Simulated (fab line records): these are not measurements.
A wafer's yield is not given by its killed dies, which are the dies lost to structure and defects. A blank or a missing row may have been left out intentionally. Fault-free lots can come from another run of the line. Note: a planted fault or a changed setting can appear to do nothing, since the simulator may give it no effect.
Struck lot and sound lot, side by side -- flow sky130 -- 36 out of 708 route steps
Sound: wafers L836.3, L836.4, L836.6. Wafers L832.1, L832.2, L832.6 were the ones struck. The cause is given at the end.
At each step with rows: each side's tool, then ch and its chambers, then its first start. Under that, the readings that differ: sound wafers -- struck wafers -- difference of the means -- sigmas: that difference in standard deviations of wafers without a fault.
alike: readings whose means differ by less than 2 such deviations, and words and numbers that are the same on both sides. not compared: withheld readings, readings that some wafer has no value for, bounds like >300 that may hide the same value, and numbers for which the record gives no deviation and whose values overlap.
The two part at a step that has a row with sigmas, a row that says differs or no value, or rows on one side only. When numbers do not overlap yet have no deviation, they are printed without sigmas and do not part them. A reading that every wafer of one side lacks parts them only if that side has two wafers or more.

first, 6 steps without rows for these wafers: SKY_PWDE_HMDS_01 (prime time 60 s); SKY_PWDE_COAT_02 (resist thk 3000 nm); SKY_PWDE_SOFTBAKE_03; SKY_PWDE_EXPOSE_04 (exposes mask PWDEM, target cd 840 nm); SKY_PWDE_PEB_05; SKY_PWDE_DEVELOP_06 (develop time 60 s).
SKY_PWDE_OVL_MEAS_07:
  sound on overlay-02 at day 8 03:54; struck on overlay-02 at day 7 00:56
  alike: PWDE_OVL
then, 1 step without rows for these wafers: SKY_PWDE_IMPLANT_08.
SKY_PWDE_STRIP_09: strips in O2/N2.
  sound on plasma-asher-01 ch 0,1, day 8 04:07; struck on plasma-asher-02 ch 0,1, day 7 01:08
  alike: drypump-motor-current-A, oes-product-au, strip-time-to-endpoint-s
  not compared: rf-hours-counter-h
SKY_PWDE_TW_MEAS_10:
  sound on film-metro-02 at day 8 04:12; struck on film-metro-03 at day 7 01:14
  alike: PWDE_TW
then, 2 steps without rows for these wafers: SKY_NWELL_DEHYDRATE_03 (time 60 s); SKY_NWELL_HMDS_04 (prime time 60 s).
SKY_NWELL_COAT_05: resist thk 3000 nm.
  struck on litho-track-03, day 7 10:47; sound on litho-track-04 ch 0, day 8 13:50
  no value came back on the struck wafers for chill-plate-temp-C (C), dispense-pressure-kPa (kPa), exhaust-pa (Pa); on the sound wafers chill-plate-temp-C (C) reads 23.13 23.02 23.12
then, 4 steps without rows for these wafers: SKY_NWELL_SOFTBAKE_06; SKY_NWELL_EXPOSE_07 (exposes mask NWM, target cd 840 nm); SKY_NWELL_PEB_08; SKY_NWELL_DEVELOP_09 (develop time 60 s).
SKY_NWELL_OVL_MEAS_10:
  sound on overlay-01 at day 9 00:30; struck on overlay-01 at day 7 20:53
reading,sound,struck,difference,sigmas
NWELL_00_OVL (nm),0.8 -0.7 -2.6,- - -,no value on the struck wafers,
then, 3 steps without rows for these wafers: SKY_NWELL_IMPLANT_11; SKY_NWELL_IMPLANT_12; SKY_NWELL_IMPLANT_13.
SKY_NWELL_STRIP_14: strips in O2/N2.
  sound on plasma-asher-03 ch 0,1, day 9 01:01; struck on plasma-asher-03 ch 0,1, day 7 21:23
  no value came back on the struck wafers for oes-product-au (a.u.), strip-time-to-endpoint-s (s); on the sound wafers oes-product-au (a.u.) reads 0.717 0.718 0.722
  alike: drypump-motor-current-A
  not compared: rf-hours-counter-h
SKY_NWELL_TW_MEAS_15:
  sound on film-metro-03 at day 9 01:06; struck on film-metro-03 at day 7 21:29
reading,sound,struck,difference,sigmas
NWELL_TW,1825 1826 1822,1798 1797 1807,-24,-3
then, 7 steps without rows for these wafers: SKY_NWELL_DEHYDRATE_16 (time 60 s); SKY_NWELL_HMDS_17 (prime time 60 s); SKY_NWELL_COAT_18 (resist thk 3000 nm); SKY_NWELL_SOFTBAKE_19; SKY_NWELL_EXPOSE_20 (exposes mask NWM COMPLEMENT, target cd 840 nm); SKY_NWELL_PEB_21; SKY_NWELL_DEVELOP_22 (develop time 60 s).
SKY_NWELL_OVL_MEAS_23:
  sound on overlay-02 at day 9 22:57; struck on overlay-01 at day 8 16:50
  alike: NWELL_01_OVL
then, 1 step without rows for these wafers: SKY_NWELL_IMPLANT_24.
SKY_NWELL_STRIP_25: strips in O2/N2.
  sound on plasma-asher-03 ch 0,1, day 9 23:10; struck on plasma-asher-02 ch 0,1, day 8 17:02
  alike: drypump-motor-current-A, oes-product-au, strip-time-to-endpoint-s
  not compared: rf-hours-counter-h
SKY_NWELL_TW_MEAS_26:
  sound on film-metro-01 at day 9 23:15; struck on film-metro-01 at day 8 17:08
reading,sound,struck,difference,sigmas
NWELL_2_TW,489.2 491.3 488.9,1801.2 1808.5 1796.7,+1312.3,+99 or more
then, 1 step without rows for these wafers: SKY_NWELL_CLEAN_27 (cleans in SC1/SC2, time 150 s).
-- the record jumps here: 40 days lie between the struck wafers' starts before and after (it left off in module NWELL and takes up again in module PAD_OPEN, whose first step shown is number 708 of the route) --
SKY_PAD_OPEN_PROBE_99:
  only the struck wafers here have rows in the record (prober-02, day 48 23:34); the sound ones have none

## WHERE THEY PART
At SKY_NWELL_COAT_05 first; at SKY_PAD_OPEN_PROBE_99 last (within this record only).

WHY: whatever the simulator had introduced
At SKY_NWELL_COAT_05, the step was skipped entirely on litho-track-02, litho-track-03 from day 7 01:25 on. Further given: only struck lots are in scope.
